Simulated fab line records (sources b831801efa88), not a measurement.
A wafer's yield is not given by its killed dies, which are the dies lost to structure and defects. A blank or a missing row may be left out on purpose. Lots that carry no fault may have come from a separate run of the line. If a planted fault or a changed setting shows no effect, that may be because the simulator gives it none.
fab line records	flow sky130
record: lots: 15	wafers: 45	last-day: 50
route steps=708 shown CAPM@551 PAD_OPEN@708
lots that met no fault: from a run of the same line without faults
start-h: hours from the record's first day to the start of the lot's first wafer shown	wait-h: time in hours since the lot's previous step	" repeats the value in the row above	L1.1+2: a single row standing in for several wafers	- no value present, or no start provided	* or withheld: withheld	< > ~ a bound
route shown NAME@n: NAME is a module with steps in the file, n the number in the route of the first one	usual: the fault-free wafers' mean and standard deviation	same: alike in all rows	chamber/n: place in a boat	sites: readings site by site	_std_site: standard deviation across them	_edge_site: the outer-site mean with the inner-site mean subtracted	radius-mm: for every site, how far away it sits from the centre of the wafer	mask NAME#n: copy n	behind: tool/chamber where the wafer was last shaped	hold: the reason the lot was held/the length of the hold in hours/how it ended	device: the n, p or np transistor that did not switch	end of line: the route-end tests of the same wafers	where a step has no rows: the recipe by itself	killed: count of dies lost to structure and defects at first sort (not the wafer's yield)	map: a wafer's dies, marking killed ones x, the rest . and places with no die _
set.NAME: the setting as run; set.NAME@STEP: as run at that earlier step	model.NAME: the simulator's own value behind a step, which no gauge read
a sample of lots followed through the steps of the route, with each step as a table and each wafer as a row
services: from which hour (start-h, from the record's first day; less than 0 if before it) a tool's chamber was out of use, for how many hours, and why
== steps ==
step: SKY_CAPM_STRIP_14
recipe: chemistry: O2/N2	power-w: 1400	pressure-mtorr: 1500	platen-temp-c: withheld	o2-flow-sccm: 3000	n2-flow-sccm: 300	overash-fraction: 0.5
usual: chamber-pressure-mTorr: 1500.1/1.3	drypump-motor-current-A: 5.5/0.35	n2-flow-sccm: 300.0/0.93	oes-product-au: 0.711/0.0045	overash-fraction: 0.5/0	strip-time-to-endpoint-s: 12.68/0.038
lot.wafer	tool	chamber	start-h	wait-h	chamber-pressure-mTorr	drypump-motor-current-A	n2-flow-sccm	oes-product-au	overash-fraction	rf-hours-counter-h	strip-time-to-endpoint-s
L630.2	plasma-asher-04	0	870.78	0.1	1500.2	5.4	300.0	0.704	0.5	40	12.66
L630.5	"	0	"	"	1503.0	5.4	299.4	0.713	0.5	-	12.61
L630.6	"	1	"	"	1498.6	5.6	301.6	0.713	0.5	-	12.68
L632.3	plasma-asher-03	0	881.26	0.1	1501.5	5.2	300.6	0.709	0.5	-	12.71
L632.4	"	1	"	"	1498.6	5.4	299.5	0.713	0.5	-	12.66
L632.5	"	0	"	"	1498.9	5.2	300.7	0.710	0.5	-	12.76
L633.1	plasma-asher-03	1	894.87	0.1	1501.1	5.4	300.0	0.712	0.5	78	12.67
L633.5	"	1	"	"	1500.6	5.4	299.7	0.710	0.5	-	12.71
L633.6	"	0	"	"	1499.8	5.2	298.9	0.712	0.5	-	12.63
L634.1	plasma-asher-01	1	907.73	0.1	1500.3	5.3	300.4	0.716	0.5	112	12.70
L634.4	"	0	"	"	1499.0	6.5	300.1	0.707	0.5	-	12.73
L634.6	"	0	"	"	1500.9	6.6	300.5	0.705	0.5	-	12.72
L635.1	plasma-asher-03	1	909.76	0.1	-	-	-	-	-	-	-
L635.2	"	0	"	"	-	-	-	-	-	-	-
L635.3	"	0	"	"	-	-	-	-	-	-	-
L636.3	plasma-asher-03	0	921.01	0.1	-	-	-	-	-	-	-
L636.4	"	1	"	"	-	-	-	-	-	-	-
L636.6	"	0	"	"	-	-	-	-	-	-	-
L638.1	plasma-asher-04	1	926.58	0.1	-	-	-	-	-	-	-
L638.3	"	0	"	"	-	-	-	-	-	-	-
L638.6	"	1	"	"	-	-	-	-	-	-	-
L641.2	plasma-asher-01	0	1009.52	0.1	1501.2	6.6	300.4	0.720	0.5	122	12.71
L641.3	"	1	"	"	1501.1	5.3	300.8	0.712	0.5	-	12.73
L641.4	"	0	"	"	1499.5	6.6	298.8	0.703	0.5	-	12.66
L643.3	plasma-asher-04	0	1012.69	0.1	1501.0	5.4	299.8	0.710	0.5	-	12.69
L643.4	"	1	"	"	1500.5	5.7	301.1	0.713	0.5	-	12.74
L643.6	"	0	"	"	1499.7	5.4	300.3	0.706	0.5	-	12.66
L645.1	plasma-asher-04	1	1014.71	0.1	1498.2	5.7	301.0	0.711	0.5	54	12.60
L645.4	"	0	"	"	1500.4	5.4	298.9	0.711	0.5	-	12.64
L645.5	"	0	"	"	1499.5	5.4	298.5	0.707	0.5	-	12.72
L644.2	plasma-asher-03	0	1014.78	0.1	1499.7	5.2	299.1	0.711	0.5	90	12.70
L644.3	"	0	"	"	1498.5	5.2	300.4	0.705	0.5	-	12.67
L644.4	"	1	"	"	1500.5	5.5	299.0	0.711	0.5	-	12.71
L649.1	plasma-asher-04	0	1015.08	0.1	1500.6	5.4	300.5	0.711	0.5	54	12.74
L649.3	"	0	"	"	1500.3	5.4	300.7	0.715	0.5	-	12.69
L649.6	"	1	"	"	1501.2	5.6	299.1	0.713	0.5	-	12.75
L648.1	plasma-asher-03	1	1015.81	0.1	1497.5	5.5	299.7	0.716	0.5	90	12.69
L648.2	"	0	"	"	1501.6	5.2	299.2	0.712	0.5	90	12.70
L648.4	"	1	"	"	1499.1	5.4	297.6	0.718	0.5	-	12.71
L650.2	plasma-asher-04	0	1016.76	0.1	1503.5	5.4	298.7	0.714	0.5	55	12.69
L650.3	"	0	"	"	1501.8	5.4	299.7	0.706	0.5	-	12.67
L650.4	"	1	"	"	1496.2	5.6	299.7	0.706	0.5	-	12.71
L652.3	plasma-asher-03	0	1020.16	0.1	1499.6	5.2	299.5	0.714	0.5	-	12.66
L652.5	"	1	"	"	1499.6	5.4	299.5	0.704	0.5	-	12.65
L652.6	"	0	"	"	1501.5	5.2	300.2	0.711	0.5	-	12.70
step: SKY_PAD_OPEN_PROBE_99
usual: defect-limited-yield: 82.3/2	killed_at_M0_to_M3: 44/7.9	killed_at_M4_up: 3.1/1.9	killed-at-contacts: 24/4.6	killed-at-front-end: 16/4.9	killed-at-other: 0.3/0.6	killed-dies: 87/9.7	killed-on-rim: 17/3.7	killed-open: 48/7.2	killed-short: 39/5.6	sort_bin_3_pad_short: 0.8/0.47	sort_bin_5_function: 10.4/1.5	sort_bin_6_memory: 6.5/1.1	sort-n-pass: 405/9.7	sort-yield-pct: 82.3/2
same: gross-dies: 492	killed-at-back-side: 0	sort_bin_4_leakage[%]: 0	sort_bin_8_speed[%]: 0
lot.wafer	tool	chamber	start-h	wait-h	defect-limited-yield[%]	killed_at_M0_to_M3	killed_at_M4_up	killed-at-contacts	killed-at-front-end	killed-at-other	killed-dies	killed-on-rim	killed-open	killed-short	sort_bin_3_pad_short[%]	sort_bin_5_function[%]	sort_bin_6_memory[%]	sort-n-pass	sort-yield-pct[%]
L630.2	prober-02	-	1070.44	0.1	82.7	42	2	23	18	0	85	14	50	35	0.8	10.8	5.7	407	82.7
L630.5	prober-02	-	1070.59	0.2	79.5	45	2	29	25	0	101	22	58	43	1.0	12.2	7.3	391	79.5
L630.6	prober-02	-	1070.64	0.2	78.3	52	3	32	20	0	107	23	59	47	1.6	12.8	7.3	385	78.3
L632.3	prober-01	-	1074.86	0.2	81.7	43	4	31	12	0	90	19	58	31	1.2	9.3	7.7	402	81.7
L632.4	prober-01	-	1074.91	0.2	83.9	35	1	25	17	1	79	17	45	34	0.2	9.3	6.5	413	83.9
L632.5	prober-01	-	1074.96	0.2	83.7	35	3	28	14	0	80	18	51	27	0.8	8.3	7.1	412	83.7
L633.1	prober-01	-	1088.07	0.1	81.5	41	8	21	21	0	91	23	40	51	0.8	11.2	6.5	401	81.5
L633.5	prober-01	-	1088.27	0.2	82.7	49	2	21	13	0	85	17	54	29	1.0	9.3	6.9	407	82.7
L633.6	prober-01	-	1088.32	0.2	83.7	43	3	15	19	0	80	12	47	32	0.2	11.6	4.5	412	83.7
L634.1	prober-02	-	1097.03	0.1	79.1	50	5	32	16	0	103	19	56	47	1.0	11.8	8.1	389	79.1
L634.4	prober-02	-	1097.18	0.2	80.3	65	2	18	11	1	97	22	57	40	1.4	11.0	7.3	395	80.3
L634.6	prober-02	-	1097.28	0.2	79.3	63	2	20	17	0	102	17	58	44	1.2	10.2	9.3	390	79.3
L635.1	prober-01	-	1101.38	0.1	0.6	8	0	6	5	470	489	96	12	7	25.4	70.7	3.3	3	0.6
L635.2	prober-01	-	1101.43	0.1	0.4	8	1	3	5	473	490	96	9	8	25.0	73.0	1.6	2	0.4
L635.3	prober-01	-	1101.48	0.2	0.2	14	0	5	0	472	491	96	10	9	24.2	72.4	3.3	1	0.2
L636.3	prober-02	-	1110.48	0.2	0	6	0	4	1	481	492	96	7	3	24.2	73.4	2.4	0	0
L636.4	prober-02	-	1110.53	0.2	0	9	0	1	2	480	492	96	6	6	25.0	72.4	2.6	0	0
L636.6	prober-02	-	1110.63	0.2	0.4	9	1	6	1	473	490	96	12	5	24.4	70.7	4.5	2	0.4
L638.1	prober-01	-	1116.63	0.1	0.2	8	0	6	1	476	491	96	9	6	21.5	74.8	3.5	1	0.2
L638.3	prober-01	-	1116.73	0.2	0.2	6	0	5	1	479	491	95	8	4	20.1	78.9	0.8	1	0.2
L638.6	prober-01	-	1116.88	0.2	0.6	5	2	2	3	477	489	95	9	3	23.6	73.0	2.8	3	0.6
L641.2	prober-01	-	1180.94	0.1	81.3	46	2	17	26	1	92	19	51	40	1.6	11.4	5.7	400	81.3
L641.3	prober-01	-	1180.99	0.2	78.7	48	4	31	20	2	105	22	67	37	1.0	14.0	6.3	387	78.7
L641.4	prober-01	-	1181.04	0.2	79.9	45	5	25	23	1	99	19	55	43	0.4	12.4	7.3	393	79.9
L643.3	prober-01	-	1184.61	0.2	83.7	31	3	25	21	0	80	23	49	31	1.0	10.0	5.3	412	83.7
L643.4	prober-01	-	1184.66	0.2	81.1	49	3	18	23	0	93	24	49	44	0.4	10.8	7.7	399	81.1
L643.6	prober-01	-	1184.76	0.2	80.7	41	1	29	22	2	95	18	56	39	1.0	8.5	9.8	397	80.7
L645.1	prober-01	-	1186.24	0.1	85.8	32	4	20	14	0	70	16	37	33	1.0	8.7	4.5	422	85.8
L645.4	prober-01	-	1186.39	0.2	82.9	46	3	19	16	0	84	17	48	36	0.8	11.0	5.3	408	82.9
L645.5	prober-01	-	1186.44	0.2	79.7	54	3	24	19	0	100	22	53	47	0.4	12.4	7.5	392	79.7
L644.2	prober-02	-	1187.43	0.1	85.0	35	3	16	20	0	74	17	36	38	0.4	8.7	5.9	418	85.0
L644.3	prober-02	-	1187.48	0.2	84.1	36	2	19	21	0	78	13	45	32	1.2	9.3	5.3	414	84.1
L644.4	prober-02	-	1187.53	0.2	83.9	36	5	23	15	0	79	15	46	33	0.2	8.3	7.5	413	83.9
L649.1	prober-01	-	1187.87	0.1	81.3	55	3	19	15	0	92	22	54	38	0.4	12.2	6.1	400	81.3
L649.3	prober-01	-	1187.97	0.2	82.3	35	0	23	28	1	87	19	46	41	1.4	10.2	6.1	405	82.3
L649.6	prober-01	-	1188.12	0.2	84.6	36	3	24	13	0	76	12	35	41	1.2	8.7	5.5	416	84.6
L648.1	prober-02	-	1189.23	0.1	83.3	40	3	23	15	1	82	14	47	33	0.4	9.3	6.9	410	83.3
L648.2	prober-02	-	1189.28	0.1	81.1	38	1	32	21	1	93	18	47	45	0.4	12.4	6.1	399	81.1
L648.4	prober-02	-	1189.38	0.2	84.3	35	2	24	16	0	77	12	35	42	0.8	9.3	5.5	415	84.3
L650.2	prober-01	-	1189.55	0.1	79.7	50	4	30	16	0	100	23	56	41	0.6	11.8	7.9	392	79.7
L650.3	prober-01	-	1189.60	0.2	81.3	54	4	23	11	0	92	13	57	34	0.6	8.5	9.6	400	81.3
L650.4	prober-01	-	1189.65	0.2	82.3	42	7	24	14	0	87	15	55	32	0.8	10.6	6.3	405	82.3
L652.3	prober-01	-	1191.50	0.2	82.5	41	2	26	16	1	86	12	51	35	1.2	10.2	6.1	406	82.5
L652.5	prober-01	-	1191.60	0.2	80.9	54	4	18	15	3	94	20	43	50	1.6	9.8	7.7	398	80.9
L652.6	prober-01	-	1191.65	0.2	82.9	50	4	18	12	0	84	18	48	36	0.8	11.0	5.3	408	82.9
killed by level:class
L630.2 VIA1:geometric-particle:open=13 CONTACT:geometric-particle:open=10 VIA2:geometric-particle:open=6 VIA1:geometric-particle:short=6 VIA3:geometric-particle:open=5 FIELD_ISO:geometric-particle:open=4 LI_CONTACT:geometric-particle:open=4 CONTACT:geometric-particle:short=4
L630.5 VIA1:geometric-particle:open=13 LI_CONTACT:geometric-particle:open=11 FIELD_ISO:geometric-particle:open=8 CONTACT:geometric-particle:open=7 VIA3:geometric-particle:open=7 POLY_GATE:geometric-particle:short=6 METAL1:geometric-particle:short=6 POLY_GATE:geometric-particle:open=5
L630.6 CONTACT:geometric-particle:open=15 VIA1:geometric-particle:open=13 VIA1:geometric-particle:short=9 VIA2:geometric-particle:open=7 LI_CONTACT:geometric-particle:open=6 CONTACT:geometric-particle:short=6 METAL1:geometric-particle:short=6 VIA2:geometric-particle:short=6
L632.3 CONTACT:geometric-particle:open=15 VIA1:geometric-particle:open=13 LI_CONTACT:geometric-particle:open=10 VIA2:geometric-particle:open=8 METAL2:geometric-particle:short=6 POLY_GATE:geometric-particle:short=4 VIA3:geometric-particle:open=4 LI_CONTACT:geometric-particle:short=3
L632.4 VIA1:geometric-particle:open=11 CONTACT:geometric-particle:open=10 CONTACT:geometric-particle:short=7 VIA1:geometric-particle:short=5 POLY_GATE:geometric-particle:open=4 SPACER:geometric-particle:open=4 LI_CONTACT:geometric-particle:open=4 METAL2:geometric-particle:short=4
L632.5 CONTACT:geometric-particle:open=11 LI_CONTACT:geometric-particle:open=10 VIA1:geometric-particle:open=8 VIA3:geometric-particle:open=7 FIELD_ISO:geometric-particle:open=5 METAL1:geometric-particle:short=5 METAL2:geometric-particle:short=4 POLY_GATE:geometric-particle:open=3
L633.1 VIA1:geometric-particle:open=14 CONTACT:geometric-particle:short=8 METAL4:geometric-particle:short=7 FIELD_ISO:geometric-particle:short=6 METAL2:geometric-particle:short=6 POLY_GATE:geometric-particle:open=6 LOCAL_INTERCONNECT:geometric-particle:short=5 METAL1:geometric-particle:short=4
L633.5 VIA1:geometric-particle:open=11 CONTACT:geometric-particle:open=9 VIA3:geometric-particle:open=9 VIA2:geometric-particle:open=8 VIA2:geometric-particle:short=5 POLY_GATE:geometric-particle:open=4 LI_CONTACT:geometric-particle:open=4 METAL2:geometric-particle:short=4
L633.6 VIA1:geometric-particle:open=11 POLY_GATE:geometric-particle:open=6 VIA2:geometric-particle:open=6 METAL1:geometric-particle:short=6 VIA3:geometric-particle:open=6 FIELD_ISO:geometric-particle:open=4 FIELD_ISO:geometric-particle:short=4 LOCAL_INTERCONNECT:geometric-particle:short=4
L634.1 LI_CONTACT:geometric-particle:open=12 VIA2:geometric-particle:open=9 VIA1:geometric-particle:open=9 CONTACT:geometric-particle:open=9 METAL2:geometric-particle:short=7 METAL1:geometric-particle:short=6 FIELD_ISO:geometric-particle:short=5 FIELD_ISO:geometric-particle:open=5
L634.4 VIA1:geometric-particle:open=24 METAL2:geometric-particle:short=8 VIA2:geometric-particle:open=8 VIA1:geometric-particle:short=7 LI_CONTACT:geometric-particle:open=6 CONTACT:geometric-particle:short=5 VIA3:geometric-particle:open=5 POLY_GATE:geometric-particle:open=4
L634.6 VIA1:geometric-particle:open=20 VIA2:geometric-particle:open=10 VIA1:geometric-particle:short=8 LI_CONTACT:geometric-particle:open=7 VIA3:geometric-particle:open=7 METAL2:geometric-particle:short=6 FIELD_ISO:geometric-particle:short=5 FIELD_ISO:geometric-particle:open=4
L635.1 CAPM:plasma-strip-residue=470 CONTACT:geometric-particle:short=3 LI_CONTACT:geometric-particle:open=2 VIA1:geometric-particle:open=2 METAL3:geometric-particle:open=2 FIELD_ISO:geometric-particle:open=1 FIELD_ISO:geometric-particle:short=1 POLY_GATE:geometric-particle:open=1
L635.2 CAPM:plasma-strip-residue=473 VIA1:geometric-particle:open=3 LOCAL_INTERCONNECT:geometric-particle:short=2 FIELD_ISO:geometric-particle:open=1 FIELD_ISO:geometric-particle:short=1 SONOS_ONO:geometric-particle:open=1 SPACER:geometric-particle:open=1 POLY_CUT:geometric-particle:short=1
L635.3 CAPM:plasma-strip-residue=472 VIA1:geometric-particle:open=6 VIA1:geometric-particle:short=3 LI_CONTACT:geometric-particle:short=2 CONTACT:geometric-particle:open=2 CONTACT:geometric-particle:short=1 VIA2:geometric-particle:open=1 VIA2:geometric-particle:short=1
L636.3 CAPM:plasma-strip-residue=481 CONTACT:geometric-particle:open=3 VIA1:geometric-particle:open=2 SONOS_ONO:geometric-particle:short=1 LI_CONTACT:geometric-particle:open=1 VIA1:geometric-particle:short=1 VIA2:geometric-particle:open=1 METAL3:geometric-particle:short=1
L636.4 CAPM:plasma-strip-residue=480 METAL1:geometric-particle:short=2 VIA1:geometric-particle:open=2 FIELD_ISO:geometric-particle:open=1 POLY_GATE:geometric-particle:open=1 CONTACT:geometric-particle:short=1 METAL2:geometric-particle:short=1 VIA2:geometric-particle:short=1
L636.6 CAPM:plasma-strip-residue=473 CONTACT:geometric-particle:open=5 METAL1:geometric-particle:open=3 VIA3:geometric-particle:open=3 POLY_GATE:geometric-particle:short=1 METAL2:geometric-particle:short=1 CONTACT:geometric-particle:short=1 VIA1:geometric-particle:open=1
L638.1 CAPM:plasma-strip-residue=476 LI_CONTACT:geometric-particle:open=3 METAL1:geometric-particle:short=2 VIA2:geometric-particle:open=2 POLY_GATE:geometric-particle:open=1 LOCAL_INTERCONNECT:geometric-particle:short=1 CONTACT:geometric-particle:short=1 CONTACT:geometric-particle:open=1
L638.3 CAPM:plasma-strip-residue=479 VIA1:geometric-particle:open=3 CONTACT:geometric-particle:open=2 VIA3:geometric-particle:open=2 VIA2:geometric-particle:short=1 SPACER:geometric-particle:short=1 LI_CONTACT:geometric-particle:open=1 LI_CONTACT:geometric-particle:short=1
L638.6 CAPM:plasma-strip-residue=477 FIELD_ISO:geometric-particle:open=2 VIA1:geometric-particle:open=2 VIA4:geometric-particle:open=2 FIELD_ISO:geometric-particle:short=1 LI_CONTACT:geometric-particle:open=1 LOCAL_INTERCONNECT:geometric-particle:short=1 VIA2:geometric-particle:open=1
L641.2 VIA1:geometric-particle:open=14 VIA3:geometric-particle:open=10 FIELD_ISO:geometric-particle:short=7 POLY_GATE:geometric-particle:open=6 POLY_GATE:geometric-particle:short=6 CONTACT:geometric-particle:open=6 VIA1:geometric-particle:short=5 VIA2:geometric-particle:open=5
L641.3 CONTACT:geometric-particle:open=13 VIA3:geometric-particle:open=11 VIA2:geometric-particle:open=9 LI_CONTACT:geometric-particle:open=8 VIA1:geometric-particle:open=8 VIA1:geometric-particle:short=6 POLY_GATE:geometric-particle:short=5 CONTACT:geometric-particle:short=5
L641.4 VIA1:geometric-particle:open=10 CONTACT:geometric-particle:open=9 VIA2:geometric-particle:open=9 LI_CONTACT:geometric-particle:open=7 VIA3:geometric-particle:open=7 METAL2:geometric-particle:short=6 POLY_GATE:geometric-particle:open=5 POLY_GATE:geometric-particle:short=5
L643.3 CONTACT:geometric-particle:open=9 VIA2:geometric-particle:open=9 FIELD_ISO:geometric-particle:short=7 FIELD_ISO:geometric-particle:open=7 LOCAL_INTERCONNECT:geometric-particle:short=6 VIA1:geometric-particle:open=6 POLY_GATE:geometric-particle:open=4 LI_CONTACT:geometric-particle:open=4
L643.4 VIA1:geometric-particle:open=10 VIA2:geometric-particle:open=8 CONTACT:geometric-particle:open=8 FIELD_ISO:geometric-particle:short=7 METAL1:geometric-particle:short=7 VIA3:geometric-particle:open=6 FIELD_ISO:geometric-particle:open=5 METAL2:geometric-particle:short=4
L643.6 CONTACT:geometric-particle:open=13 POLY_GATE:geometric-particle:open=9 VIA1:geometric-particle:open=8 POLY_GATE:geometric-particle:short=6 LI_CONTACT:geometric-particle:open=6 VIA2:geometric-particle:open=6 VIA3:geometric-particle:open=6 METAL2:geometric-particle:short=4
L645.1 VIA1:geometric-particle:open=9 CONTACT:geometric-particle:open=8 FIELD_ISO:geometric-particle:open=5 CONTACT:geometric-particle:short=5 METAL2:geometric-particle:short=5 FIELD_ISO:geometric-particle:short=4 LI_CONTACT:geometric-particle:open=4 METAL1:geometric-particle:short=4
L645.4 VIA1:geometric-particle:open=10 CONTACT:geometric-particle:open=9 VIA2:geometric-particle:open=7 METAL1:geometric-particle:short=6 VIA1:geometric-particle:short=6 FIELD_ISO:geometric-particle:open=5 LI_CONTACT:geometric-particle:open=4 METAL3:geometric-particle:short=4
L645.5 VIA1:geometric-particle:open=10 VIA3:geometric-particle:open=10 FIELD_ISO:geometric-particle:short=8 LI_CONTACT:geometric-particle:open=8 CONTACT:geometric-particle:open=8 METAL3:geometric-particle:short=6 FIELD_ISO:geometric-particle:open=5 METAL1:geometric-particle:short=4
L644.2 VIA3:geometric-particle:open=8 FIELD_ISO:geometric-particle:short=6 VIA1:geometric-particle:open=6 POLY_GATE:geometric-particle:short=5 LOCAL_INTERCONNECT:geometric-particle:short=5 CONTACT:geometric-particle:open=5 METAL2:geometric-particle:short=5 LI_CONTACT:geometric-particle:open=4
L644.3 VIA1:geometric-particle:open=14 LOCAL_INTERCONNECT:geometric-particle:short=8 VIA3:geometric-particle:open=7 FIELD_ISO:geometric-particle:open=6 FIELD_ISO:geometric-particle:short=6 LI_CONTACT:geometric-particle:open=6 POLY_GATE:geometric-particle:open=4 CONTACT:geometric-particle:open=4
L644.4 CONTACT:geometric-particle:open=9 VIA3:geometric-particle:open=8 LI_CONTACT:geometric-particle:open=6 METAL4:geometric-particle:short=5 FIELD_ISO:geometric-particle:open=4 LOCAL_INTERCONNECT:geometric-particle:short=4 VIA1:geometric-particle:short=4 VIA1:geometric-particle:open=4
L649.1 VIA2:geometric-particle:open=13 VIA1:geometric-particle:open=7 VIA3:geometric-particle:open=7 LI_CONTACT:geometric-particle:open=6 METAL2:geometric-particle:short=5 FIELD_ISO:geometric-particle:open=5 CONTACT:geometric-particle:open=5 METAL2:geometric-particle:open=5
L649.3 POLY_GATE:geometric-particle:short=10 VIA1:geometric-particle:open=9 LI_CONTACT:geometric-particle:open=7 CONTACT:geometric-particle:open=7 FIELD_ISO:geometric-particle:short=5 POLY_GATE:geometric-particle:open=5 VIA1:geometric-particle:short=5 VIA2:geometric-particle:open=4
L649.6 CONTACT:geometric-particle:open=8 LOCAL_INTERCONNECT:geometric-particle:short=7 VIA1:geometric-particle:open=6 VIA2:geometric-particle:open=5 METAL2:geometric-particle:short=5 FIELD_ISO:geometric-particle:short=4 POLY_GATE:geometric-particle:short=4 LI_CONTACT:geometric-particle:open=4
L648.1 METAL1:geometric-particle:short=10 CONTACT:geometric-particle:open=9 VIA1:geometric-particle:open=8 FIELD_ISO:geometric-particle:open=7 LI_CONTACT:geometric-particle:open=7 VIA3:geometric-particle:open=6 METAL2:geometric-particle:short=4 POLY_GATE:geometric-particle:open=3
L648.2 CONTACT:geometric-particle:open=13 FIELD_ISO:geometric-particle:short=8 METAL2:geometric-particle:short=8 LI_CONTACT:geometric-particle:open=7 VIA1:geometric-particle:short=6 FIELD_ISO:geometric-particle:open=4 LOCAL_INTERCONNECT:geometric-particle:short=4 CONTACT:geometric-particle:short=4
L648.4 CONTACT:geometric-particle:open=10 CONTACT:geometric-particle:short=7 VIA1:geometric-particle:short=7 VIA1:geometric-particle:open=6 METAL2:geometric-particle:short=5 POLY_GATE:geometric-particle:short=4 METAL3:geometric-particle:short=4 VIA3:geometric-particle:short=4
L650.2 VIA1:geometric-particle:open=21 CONTACT:geometric-particle:open=10 LI_CONTACT:geometric-particle:open=8 FIELD_ISO:geometric-particle:open=5 FIELD_ISO:geometric-particle:short=5 LOCAL_INTERCONNECT:geometric-particle:short=5 VIA1:geometric-particle:short=5 VIA2:geometric-particle:open=5
L650.3 VIA1:geometric-particle:open=14 VIA2:geometric-particle:open=14 CONTACT:geometric-particle:open=9 LI_CONTACT:geometric-particle:open=7 METAL1:geometric-particle:short=6 METAL1:geometric-particle:open=6 FIELD_ISO:geometric-particle:short=4 FIELD_ISO:geometric-particle:open=4
L650.4 VIA2:geometric-particle:open=10 LI_CONTACT:geometric-particle:open=9 VIA1:geometric-particle:open=8 CONTACT:geometric-particle:open=8 METAL4:geometric-particle:short=7 METAL1:geometric-particle:open=5 METAL2:geometric-particle:short=5 FIELD_ISO:geometric-particle:open=4
L652.3 METAL2:geometric-particle:open=9 LI_CONTACT:geometric-particle:open=8 CONTACT:geometric-particle:short=8 CONTACT:geometric-particle:open=7 VIA1:geometric-particle:open=7 VIA3:geometric-particle:open=5 VIA1:geometric-particle:short=5 FIELD_ISO:geometric-particle:open=4
L652.5 METAL1:geometric-particle:short=9 VIA3:geometric-particle:open=8 METAL2:geometric-particle:short=7 VIA2:geometric-particle:open=7 CONTACT:geometric-particle:open=6 VIA1:geometric-particle:open=6 FIELD_ISO:geometric-particle:short=5 VIA1:geometric-particle:short=5
L652.6 VIA1:geometric-particle:open=10 METAL1:geometric-particle:short=9 VIA3:geometric-particle:open=8 LI_CONTACT:geometric-particle:open=6 METAL2:geometric-particle:short=5 POLY_GATE:geometric-particle:open=4 CONTACT:geometric-particle:short=4 CONTACT:geometric-particle:open=4
== services ==
tool	chamber	start-h	hours	kind
plasma-asher-03	-	863.21	1.4	repair
plasma-asher-01	-	920.30	2.3	repair
plasma-asher-04	-	958.72	2.8	pm
plasma-asher-03	-	983.18	1.4	repair
== key ==
first-sign: step: SKY_CAPM_STRIP_14	reading: tool-record	direction: missing
effect: step: SKY_PAD_OPEN_PROBE_99	reading: killed-at-other	direction: up	sigmas: 99+	usual: 0.3	struck: 475.7
met-at SKY_CAPM_STRIP_14
struck-lots L635,L636,L638
later-rows-left-out L635.1,L635.2,L635.3,L636.3,L636.4,L636.6,L638.1,L638.3,L638.6
onset-between 894.87 909.76
fault: kind: skipped-step-whole	tool: plasma-asher-03,plasma-asher-04	chamber: -	onset-h: 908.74	steps: SKY_CAPM_STRIP_14	scope: struck-lots-only
later-rows-left-out: the simulator's readings of these wafers behind a module that went badly wrong aren't trusted and aren't shown, but for the sort
